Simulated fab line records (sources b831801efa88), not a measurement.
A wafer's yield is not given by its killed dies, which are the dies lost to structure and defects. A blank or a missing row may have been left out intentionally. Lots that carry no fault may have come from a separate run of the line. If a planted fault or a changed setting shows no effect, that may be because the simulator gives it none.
Which of the tools did it? :: flow gf180mcu :: 42 wafers from 14 lots sampled at 4 of the route's 602 steps

== WHAT THE GAUGES READ, wafer by wafer ==
GF_V2_THK_MEAS_03. Usual: for V2_CVD_02_THK the level is 850 nm and the standard deviation is 9.4.
lot: L945
measured: day 19 20:20
on: film metro-01
V2_CVD_02_THK (nm): 851 848 866
flag: 

lot: L946
measured: day 20 06:44
on: film metro-03
V2_CVD_02_THK (nm): 855 854 869
flag: 

lot: L948
measured: day 21 05:43
on: film metro-04
V2_CVD_02_THK (nm): 839 860 868
flag: 

lot: L949
measured: day 21 16:52
on: film metro-04
V2_CVD_02_THK (nm): 846 851 849
flag: 

lot: L954
measured: day 23 10:42
on: film metro-01
V2_CVD_02_THK (nm): 840 857 856
flag: 

lot: L955
measured: day 23 17:16
on: film metro-04
V2_CVD_02_THK (nm): 852 852 853
flag: 

lot: L956
measured: day 24 02:14
on: film metro-04
V2_CVD_02_THK (nm): 839 851 847
flag: 

lot: L957
measured: day 24 08:35
on: film metro-01
V2_CVD_02_THK (nm): 844 846 846
flag: 

lot: L958
measured: day 24 12:27
on: film metro-04
V2_CVD_02_THK (nm): 854 863 865
flag: 

lot: L959
measured: day 25 01:16
on: film metro-04
V2_CVD_02_THK (nm): 846 851 857
flag: 

lot: L961
measured: day 26 02:17
on: film metro-01
V2_CVD_02_THK (nm): 835 841 844
flag: 

lot: L964
measured: day 26 16:28
on: film metro-01
V2_CVD_02_THK (nm): 851 851 857
flag: 

lot: L965
measured: day 27 05:01
on: film metro-04
V2_CVD_02_THK (nm): 847 843 860
flag: 

lot: L966
measured: day 27 05:47
on: film metro-01
V2_CVD_02_THK (nm): 854 872 859
flag: 

== EACH LOT AND THE TOOL THAT RAN IT (in order: tool; ch and the chambers of the sampled wafers; start) ==
lot: L945
GF_SAB_ETCH_11: rie diel-01 ch 2,3, day 15 16:40
GF_M2_SPUTTER_01: pvd sputter-03, day 18 18:53
GF_M2_SPUTTER_03: pvd sputter-03, day 18 18:56

lot: L946
GF_SAB_ETCH_11: rie diel-01 ch 1,2,3, day 16 01:58
GF_M2_SPUTTER_01: pvd sputter-03, day 19 05:58
GF_M2_SPUTTER_03: pvd sputter-03, day 19 06:02

lot: L948
GF_SAB_ETCH_11: rie diel-04 ch 0,1, day 16 22:04
GF_M2_SPUTTER_01: pvd sputter-03, day 20 04:28
GF_M2_SPUTTER_03: pvd sputter-03, day 20 04:31

lot: L949
GF_SAB_ETCH_11: rie diel-04 ch 2,3, day 17 09:04
GF_M2_SPUTTER_01: pvd sputter-04, day 20 15:41
GF_M2_SPUTTER_03: pvd sputter-04, day 20 15:44

lot: L954
GF_SAB_ETCH_11: rie diel-01 ch 1,2,3, day 19 04:07
GF_M2_SPUTTER_01: pvd sputter-04, day 22 10:14
GF_M2_SPUTTER_03: pvd sputter-04, day 22 10:18

lot: L955
GF_SAB_ETCH_11: rie diel-01 ch 0,2,3, day 19 11:13
GF_M2_SPUTTER_01: pvd sputter-04, day 22 17:46
GF_M2_SPUTTER_03: pvd sputter-04, day 22 17:50

lot: L956
GF_SAB_ETCH_11: rie diel-01 ch 0,2,3, day 19 21:52
GF_M2_SPUTTER_01: pvd sputter-04, day 23 02:38
GF_M2_SPUTTER_03: pvd sputter-04, day 23 02:42

lot: L957
GF_SAB_ETCH_11: rie diel-01 ch 0,1,2, day 20 03:37
GF_M2_SPUTTER_01: pvd sputter-03, day 23 09:20
GF_M2_SPUTTER_03: pvd sputter-03, day 23 09:23

lot: L958
GF_SAB_ETCH_11: rie diel-01 ch 1,2, day 20 07:55
GF_M2_SPUTTER_01: pvd sputter-04, day 23 12:35
GF_M2_SPUTTER_03: pvd sputter-04, day 23 12:38

lot: L959
GF_SAB_ETCH_11: rie diel-04 ch 0,2,3, day 20 22:17
GF_M2_SPUTTER_01: pvd sputter-03, day 24 01:58
GF_M2_SPUTTER_03: pvd sputter-03, day 24 02:02

lot: L961
GF_SAB_ETCH_11: rie diel-04 ch 2,3, day 22 03:37
GF_M2_SPUTTER_01: pvd sputter-04, day 25 04:41
GF_M2_SPUTTER_03: pvd sputter-04, day 25 04:45

lot: L964
GF_SAB_ETCH_11: rie diel-03 ch 1,2,3, day 22 17:32
GF_M2_SPUTTER_01: pvd sputter-02, day 25 18:35
GF_M2_SPUTTER_03: pvd sputter-02, day 25 18:38

lot: L965
GF_SAB_ETCH_11: rie diel-03 ch 0,2, day 23 07:16
GF_M2_SPUTTER_01: pvd sputter-02, day 26 06:40
GF_M2_SPUTTER_03: pvd sputter-02, day 26 06:44

lot: L966
GF_SAB_ETCH_11: rie diel-01 ch 1,3, day 23 08:10
GF_M2_SPUTTER_01: pvd sputter-03, day 26 07:38
GF_M2_SPUTTER_03: pvd sputter-03, day 26 07:41
- GF_SAB_ETCH_11: etches SiO2 in C4F8/O2/Ar, target depth 55 nm, time 8.5 s.
- GF_M2_SPUTTER_01: material TiN, target thk 30 nm, time 25 s.
- GF_M2_SPUTTER_03: material Ti, target thk 10 nm, time 6.7 s.

== AS READ BY THE TOOLS THEMSELVES (means over the sampled wafers that have a number; for cases with no such wafer, the mark the record gives instead) ==
GF_SAB_ETCH_11. Usual: bias w 1200 W, standard deviation 3.7; oes product au 1.000 a.u., standard deviation 0.0079.
lot: L945
tool: rie diel-01
bias w (W): 1201
oes product au (a.u.): 1.002
flag: 

lot: L946
tool: rie diel-01
bias w (W): 1202
oes product au (a.u.): 1.007
flag: 

lot: L948
tool: rie diel-04
bias w (W): 1199
oes product au (a.u.): 0.995
flag: 

lot: L949
tool: rie diel-04
bias w (W): 1197
oes product au (a.u.): 0.993
flag: 

lot: L954
tool: rie diel-01
bias w (W): 1201
oes product au (a.u.): 1.000
flag: 

lot: L955
tool: rie diel-01
bias w (W): 1202
oes product au (a.u.): 1.004
flag: 

lot: L956
tool: rie diel-01
bias w (W): 1200
oes product au (a.u.): 1.196
flag: OFF

lot: L957
tool: rie diel-01
bias w (W): 1198
oes product au (a.u.): 1.198
flag: OFF

lot: L958
tool: rie diel-01
bias w (W): 1205
oes product au (a.u.): 1.185
flag: OFF

lot: L959
tool: rie diel-04
bias w (W): 1200
oes product au (a.u.): 0.999
flag: 

lot: L961
tool: rie diel-04
bias w (W): 1196
oes product au (a.u.): 0.996
flag: 

lot: L964
tool: rie diel-03
bias w (W): 1198
oes product au (a.u.): 0.997
flag: 

lot: L965
tool: rie diel-03
bias w (W): 1196
oes product au (a.u.): 0.999
flag: 

lot: L966
tool: rie diel-01
bias w (W): 1201
oes product au (a.u.): 1.000
flag: 

GF_M2_SPUTTER_01. Usual: throttle valve pct at 30.2 %, with a standard deviation of 1.4.
lot: L945
tool: pvd sputter-03
throttle valve pct (%): 30.0
flag: 

lot: L946
tool: pvd sputter-03
throttle valve pct (%): 30.3
flag: 

lot: L948
tool: pvd sputter-03
throttle valve pct (%): 30.6
flag: 

lot: L949
tool: pvd sputter-04
throttle valve pct (%): 29.7
flag: 

lot: L954
tool: pvd sputter-04
throttle valve pct (%): 30.0
flag: 

lot: L955
tool: pvd sputter-04
throttle valve pct (%): 28.9
flag: 

lot: L956
tool: pvd sputter-04
throttle valve pct (%): 28.7
flag: 

lot: L957
tool: pvd sputter-03
throttle valve pct (%): 30.4
flag: 

lot: L958
tool: pvd sputter-04
throttle valve pct (%): 29.0
flag: 

lot: L959
tool: pvd sputter-03
throttle valve pct (%): 31.2
flag: 

lot: L961
tool: pvd sputter-04
throttle valve pct (%): 29.6
flag: 

lot: L964
tool: pvd sputter-02
throttle valve pct (%): 30.1
flag: 

lot: L965
tool: pvd sputter-02
throttle valve pct (%): 29.8
flag: 

lot: L966
tool: pvd sputter-03
throttle valve pct (%): 30.6
flag: 

GF_M2_SPUTTER_03. Usual: substrate temp c 300.02 C, standard deviation 0.19; throttle valve pct 30.2 %, standard deviation 1.3.
lot: L945
tool: pvd sputter-03
substrate temp c (C): 300.07
throttle valve pct (%): 30.0
flag: 

lot: L946
tool: pvd sputter-03
substrate temp c (C): 299.98
throttle valve pct (%): 30.3
flag: 

lot: L948
tool: pvd sputter-03
substrate temp c (C): 299.94
throttle valve pct (%): 30.7
flag: 

lot: L949
tool: pvd sputter-04
substrate temp c (C): 300.05
throttle valve pct (%): 29.8
flag: 

lot: L954
tool: pvd sputter-04
substrate temp c (C): 299.95
throttle valve pct (%): 29.8
flag: 

lot: L955
tool: pvd sputter-04
substrate temp c (C): 300.02
throttle valve pct (%): 29.0
flag: 

lot: L956
tool: pvd sputter-04
substrate temp c (C): 299.88
throttle valve pct (%): 28.7
flag: 

lot: L957
tool: pvd sputter-03
substrate temp c (C): 300.17
throttle valve pct (%): 30.3
flag: 

lot: L958
tool: pvd sputter-04
substrate temp c (C): 300.02
throttle valve pct (%): 29.0
flag: 

lot: L959
tool: pvd sputter-03
substrate temp c (C): 300.10
throttle valve pct (%): 31.2
flag: 

lot: L961
tool: pvd sputter-04
substrate temp c (C): 299.87
throttle valve pct (%): 29.7
flag: 

lot: L964
tool: pvd sputter-02
substrate temp c (C): 299.99
throttle valve pct (%): 30.0
flag: 

lot: L965
tool: pvd sputter-02
substrate temp c (C): 299.83
throttle valve pct (%): 29.8
flag: 

lot: L966
tool: pvd sputter-03
substrate temp c (C): 299.99
throttle valve pct (%): 30.5
flag: 

== THE ANSWER, worked out from the rows above alone ==
Rule: a lot counts as off when the mean over its wafers that have a number is more than 3 standard deviations away from the usual mean. A lot without any number at a reading at which 4 lots or more have one is off too. Any other lot the step has rows for is counted as sound. After the gauges, taken in route order, come the tools' own readings; for these a lot's mean is taken, as printed above. The first step at which some lot is off is used, and at that step the reading that is off furthest; a lot without a number counts as furthest.
Off at GF_SAB_ETCH_11 (oes product au): L956, L957, L958.
A tool fits if, at that step or a process step before it, it ran every lot that is off, and no sound lot after the first of them. No candidate that was tried fits.

== WHAT HAD BEEN PUT IN BY THE SIMULATOR ==
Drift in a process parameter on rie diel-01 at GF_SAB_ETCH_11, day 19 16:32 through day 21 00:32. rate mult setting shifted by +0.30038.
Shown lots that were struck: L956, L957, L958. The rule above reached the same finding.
